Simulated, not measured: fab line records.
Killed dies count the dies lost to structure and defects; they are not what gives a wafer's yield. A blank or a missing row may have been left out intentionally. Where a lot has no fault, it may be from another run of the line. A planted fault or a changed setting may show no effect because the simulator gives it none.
A lot that was struck, set against a sound lot / flow sky130 / 15 out of 708 route steps
Sound: these wafers, L895.2, L895.3, L895.5. Struck: wafer L904.5; the same lot's L904.4 was not struck, so it is left out; see the end for the cause.
Per side, at each step with rows, come the tool, then ch with its chambers, and then its first start. Under that, the readings that differ: sound wafers / struck wafers / difference of the means / sigmas: that difference in standard deviations of wafers without a fault.
alike: a reading whose means differ by less than 2 such deviations, as well as words and numbers matching on both sides. not compared: withheld readings; readings where some wafer has no value; bounds like >300 that might hide an equal value; numbers whose values overlap and for which the record gives no deviation.
Wherever a step has rows on one side only, a row that says differs or no value, or a row with sigmas, the two part there. Numbers that have no deviation but don't overlap get no sigmas and don't part them. A reading that every wafer of one side lacks parts them only if that side has two wafers or more.

first, 5 steps without rows for these wafers: SKY_LI_CONTACT_COAT_07 (resist thk 450 nm); SKY_LI_CONTACT_SOFTBAKE_08 (time 90 s); SKY_LI_CONTACT_EXPOSE_09 (exposes mask LICM1, target cd 170 nm); SKY_LI_CONTACT_PEB_10; SKY_LI_CONTACT_DEVELOP_11 (develop time 60 s).
SKY_LI_CONTACT_CD_MEAS_12: the cd target is 170 nm.
  sound: cdSem-02 at day 33 02:12; struck: cdSem-02 at day 35 05:42
  alike: cdNm
SKY_LI_CONTACT_OVL_MEAS_13:
  sound: overlay-01 at day 33 02:19; struck: overlay-01 at day 35 05:47
  alike: LI_CONTACT_OVL
SKY_LI_CONTACT_ETCH_14: etches BARC in N2/H2, stops on SiO2, time 45.9 s, target depth 60 nm.
  sound on rieDiel-03 ch 2,3, day 33 02:20; struck on rieDiel-04 ch 2, day 35 05:49
reading=oesProductAu (a.u.); sound=0.862 0.862 0.858; struck=0.847; difference=-0.014; sigmas=-3
  alike: drypumpMotorCurrentA, n2FlowSccm, throttleValvePct
  not compared: rfHoursCounterH
SKY_LI_CONTACT_ETCH_15: etches PSG in C4F8/O2/Ar, stops on Si, target depth 600 nm.
  sound on rieDiel-03 ch 2,3, day 33 02:23; struck on rieDiel-04 ch 2, day 35 05:53
  alike: oesProductAu
SKY_LI_CONTACT_STRIP_16: strips in O2/N2.
  sound on plasmaAsher-01 ch 0,1, day 33 02:28; struck on plasmaAsher-04 ch 0, day 35 05:58
reading=drypumpMotorCurrentA (A); sound=6.20 5.91 6.22; struck=5.75; difference=-0.36; sigmas=-2
  alike: n2FlowSccm, oesProductAu, stripTimeToEndpointS
  not compared: rfHoursCounterH
then, 2 steps without rows for these wafers: SKY_LI_CONTACT_CLEAN_17 (cleans in NMP, time 600 s); SKY_LI_CONTACT_PRE_CLEAN_18 (time 5.6 s).
SKY_LI_CONTACT_SPUTTER_19: material Ti, target thk 20 nm, time 106.37 s.
  sound: pvdSputter-02 at day 33 02:46; struck: pvdSputter-01 at day 35 06:14
reading=model.Ti_of_LI_CONTACT_SPUTTER_19.thkNm (nm); sound=19.68 19.63 19.54; struck=29.34; difference=+9.72; sigmas=
  alike: throttleValvePct
SKY_LI_CONTACT_SPUTTER_20: material TiN, target thk 20 nm, time 80 s.
  sound: pvdSputter-02 at day 33 02:50; struck: pvdSputter-01 at day 35 06:19
  alike: throttleValvePct
-- here the record skips 15 days between the struck wafers' starts before and after, leaving off in module LI_CONTACT and picking up in module PAD_OPEN (first step shown: number 708 of the route) --
SKY_PAD_OPEN_PROBE_99:
  sound: prober-01 at day 48 17:35; struck: prober-01 at day 50 07:11
  alike: killed_at_M0_to_M3, killed_at_M4_up, killedAtContacts, killedAtFrontEnd, killedAtOther, killedDies, killedOnRim, killedOpen, killedShort

WHERE THEY PART
At SKY_LI_CONTACT_ETCH_14 first; at SKY_LI_CONTACT_STRIP_16 last (within this record only). Later steps at which nothing parts them and some readings are alike: SKY_LI_CONTACT_SPUTTER_19, SKY_LI_CONTACT_SPUTTER_20, SKY_PAD_OPEN_PROBE_99.

WHY: what the simulator had put in
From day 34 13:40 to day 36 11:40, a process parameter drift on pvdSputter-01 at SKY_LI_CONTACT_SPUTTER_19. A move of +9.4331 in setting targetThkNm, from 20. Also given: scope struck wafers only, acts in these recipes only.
